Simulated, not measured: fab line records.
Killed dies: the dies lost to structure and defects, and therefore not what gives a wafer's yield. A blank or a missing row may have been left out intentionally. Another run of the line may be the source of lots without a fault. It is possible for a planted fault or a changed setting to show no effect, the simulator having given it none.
Which tool did it? -- flow sky130 -- 36 wafers from 12 lots sampled at 3 of the route's 708 steps

WHAT EACH GAUGE READ, for each wafer
SKY_PASSIVATION_THK_MEAS_03.
lot,measured,on,PASSIVATION_CVD_02_THK (nm)
L162,day 44 21:39,film_metro-04,533 539 547
L163,day 45 06:49,film_metro-01,528 537 539
L164,day 45 04:44,film_metro-03,540 551 551
L165,day 45 19:29,film_metro-04,536 528 534
L166,day 46 02:11,film_metro-01,527 535 544
L167,day 46 03:25,film_metro-03,547 557 544
L168,day 46 08:07,film_metro-04,533 543 543
L169,day 46 20:50,film_metro-01,530 535 545
L176,day 48 11:56,film_metro-04,534 548 545
L180,day 49 07:38,film_metro-03,533 549 539
L182,day 49 17:31,film_metro-03,545 545 555
L183,day 49 23:41,film_metro-03,530 535 543

TOOL THAT RAN EACH LOT (tool first, then ch and the chambers of the sampled wafers, then the start)
lot,SKY_METAL2_SPUTTER_00,SKY_METAL5_SPUTTER_04
L162,"pvd_sputter-04, day 34 21:22","pvd_sputter-03, day 43 22:40"
L163,"pvd_sputter-02, day 35 07:53","pvd_sputter-03, day 44 07:23"
L164,"pvd_sputter-04, day 35 11:21","pvd_sputter-02, day 44 05:08"
L165,"pvd_sputter-02, day 36 00:41","pvd_sputter-03, day 44 20:08"
L166,"pvd_sputter-04, day 36 08:55","pvd_sputter-04, day 45 02:40"
L167,"pvd_sputter-02, day 36 09:50","pvd_sputter-03, day 45 04:00"
L168,"pvd_sputter-02, day 36 16:23","pvd_sputter-04, day 45 08:52"
L169,"pvd_sputter-02, day 37 08:05","pvd_sputter-04, day 45 22:03"
L176,"pvd_sputter-02, day 39 10:46","pvd_sputter-03, day 47 14:43"
L180,"pvd_sputter-02, day 40 10:02","pvd_sputter-02, day 48 11:51"
L182,"pvd_sputter-04, day 41 00:38","pvd_sputter-04, day 48 22:07"
L183,"pvd_sputter-04, day 41 09:26","pvd_sputter-03, day 49 04:37"
- SKY_METAL2_SPUTTER_00: material Ti, target thk 15 nm, time 10 s.
- SKY_METAL5_SPUTTER_04: material TiN, target thk 70 nm, time 58.3 s.

AS READ BY THE TOOLS THEMSELVES (means over the sampled wafers that have a number; for cases with no such wafer, the mark the record gives instead)
SKY_METAL2_SPUTTER_00.
lot,tool,throttle_valve_pct (%)
L162,pvd_sputter-04,29.6
L163,pvd_sputter-02,29.2
L164,pvd_sputter-04,30.2
L165,pvd_sputter-02,28.5
L166,pvd_sputter-04,30.3
L167,pvd_sputter-02,29.2
L168,pvd_sputter-02,28.2
L169,pvd_sputter-02,28.1
L176,pvd_sputter-02,28.7
L180,pvd_sputter-02,29.6
L182,pvd_sputter-04,29.9
L183,pvd_sputter-04,29.9

SKY_METAL5_SPUTTER_04.
lot,tool,throttle_valve_pct (%)
L162,pvd_sputter-03,29.9
L163,pvd_sputter-03,29.8
L164,pvd_sputter-02,29.4
L165,pvd_sputter-03,30.0
L166,pvd_sputter-04,29.2
L167,pvd_sputter-03,29.9
L168,pvd_sputter-04,29.9
L169,pvd_sputter-04,29.7
L176,pvd_sputter-03,30.2
L180,pvd_sputter-02,29.1
L182,pvd_sputter-04,29.5
L183,pvd_sputter-03,29.5

THE ANSWER, worked out from the rows above alone
Rule: the lots themselves supply what counts as usual. Put in order of their means at a reading, lots are off if they are a third of the lots or fewer, leave a main group of 4 or more, and stand apart from it by a gap of 3 or more times the standard deviation of the main group's means; of several such gaps the widest counts. If all means in a main group match to the digits the tables above print for the reading, that group is not used. A lot without any number at a reading at which 4 lots or more have one is off too. Where the step has rows for the other lots, those lots are counted as sound. After the gauges, taken in route order, come the tools' own readings; for these a lot's mean is taken, as printed above. At the first step where some lot is off, the reading lying furthest off is the one used; lots without a number count as furthest.
No lot is off at any reading shown: from this, nothing can be told.

WHAT THE SIMULATOR HAD INSERTED
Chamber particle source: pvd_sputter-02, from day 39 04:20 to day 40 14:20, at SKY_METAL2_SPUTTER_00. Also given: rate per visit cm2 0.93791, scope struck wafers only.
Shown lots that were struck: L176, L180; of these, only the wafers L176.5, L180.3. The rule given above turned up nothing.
